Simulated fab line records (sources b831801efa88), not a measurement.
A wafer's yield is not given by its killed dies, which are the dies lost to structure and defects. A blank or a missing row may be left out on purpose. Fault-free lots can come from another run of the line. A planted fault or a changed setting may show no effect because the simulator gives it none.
2 desks looking at one fault -- flow sfqLine -- only its own numbers are on each desk; what lay behind them is given at the end

== TOOL OWNER'S DESK, cmp-01 ==
The tool's own readings at SFQ_TRILAYER_I3_CMP_CMP_082 (polishes SiO2): means of the sampled wafers that have a number, for each lot that ran on this tool. Marked OUT: a lot whose mean sits more than 4 standard deviations from the usual mean, which makes it out of limits; the brackets give that distance.
Columns: A = edgeZonePressureFrac at SFQ_TRILAYER_I3_CMP_CMP_082, usual 0.999; B = headPressurePsi at SFQ_TRILAYER_I3_CMP_CMP_082, usual 3.000 psi; C = motorCurrentA at SFQ_TRILAYER_I3_CMP_CMP_082, usual 10.4 A; D = timeToEndpointS at SFQ_TRILAYER_I3_CMP_CMP_082, usual 206 s
lot,first seen here,A,B,C,D
L165,day 39 19:35,0.997,3.004,10.7,222
L167,day 40 19:05,0.998,3.005,10.1,212
L171,day 42 12:10,0.996,3.000,11.3,212
L177,day 43 13:10,1.000,3.004,10.7,206
L178,day 43 16:10,0.997,2.998,11.2,205
L179,day 43 19:10,1.000,2.996,10.8,206
L180,day 44 01:10,1.007,3.005,11.1,209
Result from this desk: across the 7 lots, nothing is out of limits.

== FROM THE METROLOGY DESK ==
Lot by lot, what the gauges showed, no matter which tool ran the lot: averages of those sampled wafers that carry a number. Marked OUT: a lot whose mean sits more than 4 standard deviations from the usual mean, which makes it out of limits; the brackets give that distance.
Columns: A = I2_OVL at SFQ_I2_OVL_MEAS_918, usual -2 nm
lot,first seen here,A
L159,day 36 19:01,-8
L160,day 37 02:12,-10
L162,day 37 15:24,8
L164,day 38 19:00,-7
L165,day 38 22:37,-4
L167,day 39 21:24,1
L168,day 40 05:48,2
L169,day 40 17:48,3
L171,day 42 07:34,3
L175,day 43 00:22,-2
L177,day 43 07:34,2
L178,day 43 08:46,6
L179,day 43 12:22,-7
L180,day 43 19:49,1
Result from this desk: across the 14 lots, nothing is out of limits.

== ALL TOGETHER ==
Nothing out of limits was seen by the tool owner's desk.
At the metrology desk, nothing out of limits was observed.

== WHAT WAS PUT IN BY THE SIMULATOR ==
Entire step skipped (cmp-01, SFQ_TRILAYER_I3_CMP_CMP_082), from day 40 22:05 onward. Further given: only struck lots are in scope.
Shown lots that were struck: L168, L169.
